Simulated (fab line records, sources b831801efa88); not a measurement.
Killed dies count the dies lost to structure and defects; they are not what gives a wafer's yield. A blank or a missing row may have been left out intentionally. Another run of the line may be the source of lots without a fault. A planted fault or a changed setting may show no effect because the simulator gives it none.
Chamber matching / flow sky130 / SKY_METAL3_ETCH_17 on rie_diel-02: 3 sister chambers
The step etches SiO2 in C4F8/O2/Ar, stops on TiN, time 3.9 s, target depth 15 nm. 14 wafers are shown with their chamber, then 6 later ones without.

## WAFERS WITH THEIR CHAMBER
wafer=L465.1; chamber=2; bias_w (W)=1201; oes_product_au (a.u.)=0.752; chamber_pressure_mTorr (mTorr)=40.09
wafer=L465.2; chamber=1; bias_w (W)=1194; oes_product_au (a.u.)=0.768; chamber_pressure_mTorr (mTorr)=39.99
wafer=L465.5; chamber=1; bias_w (W)=1194; oes_product_au (a.u.)=0.760; chamber_pressure_mTorr (mTorr)=40.06
wafer=L467.1; chamber=3; bias_w (W)=1198; oes_product_au (a.u.)=0.751; chamber_pressure_mTorr (mTorr)=40.00
wafer=L467.4; chamber=3; bias_w (W)=1199; oes_product_au (a.u.)=0.742; chamber_pressure_mTorr (mTorr)=40.00
wafer=L467.5; chamber=1; bias_w (W)=1193; oes_product_au (a.u.)=0.753; chamber_pressure_mTorr (mTorr)=40.00
wafer=L470.2; chamber=1; bias_w (W)=1197; oes_product_au (a.u.)=0.758; chamber_pressure_mTorr (mTorr)=40.02
wafer=L470.3; chamber=2; bias_w (W)=1202; oes_product_au (a.u.)=0.749; chamber_pressure_mTorr (mTorr)=40.01
wafer=L470.6; chamber=3; bias_w (W)=1202; oes_product_au (a.u.)=0.759; chamber_pressure_mTorr (mTorr)=40.00
wafer=L471.1; chamber=2; bias_w (W)=1198; oes_product_au (a.u.)=0.753; chamber_pressure_mTorr (mTorr)=39.99
wafer=L471.4; chamber=3; bias_w (W)=1196; oes_product_au (a.u.)=0.766; chamber_pressure_mTorr (mTorr)=39.96
wafer=L471.6; chamber=3; bias_w (W)=1204; oes_product_au (a.u.)=0.761; chamber_pressure_mTorr (mTorr)=39.98
wafer=L474.2; chamber=2; bias_w (W)=1209; oes_product_au (a.u.)=0.757; chamber_pressure_mTorr (mTorr)=40.01
wafer=L474.4; chamber=1; bias_w (W)=1194; oes_product_au (a.u.)=0.765; chamber_pressure_mTorr (mTorr)=39.93

SIGNATURES, as means of the wafers listed above
reading=bias_w; chamber 1=1194.40; chamber 2=1202.50; chamber 3=1199.80; scatter within a chamber=3.23
reading=oes_product_au; chamber 1=0.76080; chamber 2=0.75275; chamber 3=0.75580; scatter within a chamber=0.00692
reading=chamber_pressure_mTorr; chamber 1=40.0000; chamber 2=40.0250; chamber 3=39.9880; scatter within a chamber=0.0384
Rule: a wafer lies at a distance from a chamber equal to the root of the sum of squares, over the readings, of (its reading less the chamber's mean, divided by the reading's scatter). The wafer belongs to the nearest chamber; if the next one is less than 2 further off, it can't be placed. The scatter: take each reading less its chamber's mean, square it, sum over the shown wafers, divide by the number of wafers less the number of chambers, and take the root.

## WAFERS WITHOUT THEIR CHAMBER
wafer=L474.6; bias_w (W)=1200; oes_product_au (a.u.)=0.769; chamber_pressure_mTorr (mTorr)=40.03
wafer=L485.3; bias_w (W)=1198; oes_product_au (a.u.)=0.751; chamber_pressure_mTorr (mTorr)=40.03
wafer=L485.4; bias_w (W)=1196; oes_product_au (a.u.)=0.755; chamber_pressure_mTorr (mTorr)=40.03
wafer=L485.5; bias_w (W)=1193; oes_product_au (a.u.)=0.748; chamber_pressure_mTorr (mTorr)=40.02
wafer=L487.2; bias_w (W)=1200; oes_product_au (a.u.)=0.741; chamber_pressure_mTorr (mTorr)=40.01
wafer=L487.3; bias_w (W)=1200; oes_product_au (a.u.)=0.755; chamber_pressure_mTorr (mTorr)=40.03

## WHICH CHAMBER EACH WENT THROUGH
wafer=L474.6; from the rows above=can't be placed: 3 or 1 or 2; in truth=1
wafer=L485.3; from the rows above=can't be placed: 3 or 2 or 1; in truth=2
wafer=L485.4; from the rows above=can't be placed: 1 or 3 or 2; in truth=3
wafer=L485.5; from the rows above=can't be placed: 1 or 3 or 2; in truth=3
wafer=L487.2; from the rows above=can't be placed: 2 or 3 or 1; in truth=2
wafer=L487.3; from the rows above=can't be placed: 2 or 3 or 1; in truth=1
Correct placement for 0 of the 6. These rows do not allow placing 6 (true chamber among the candidates in 6). Placed wrongly: 0.
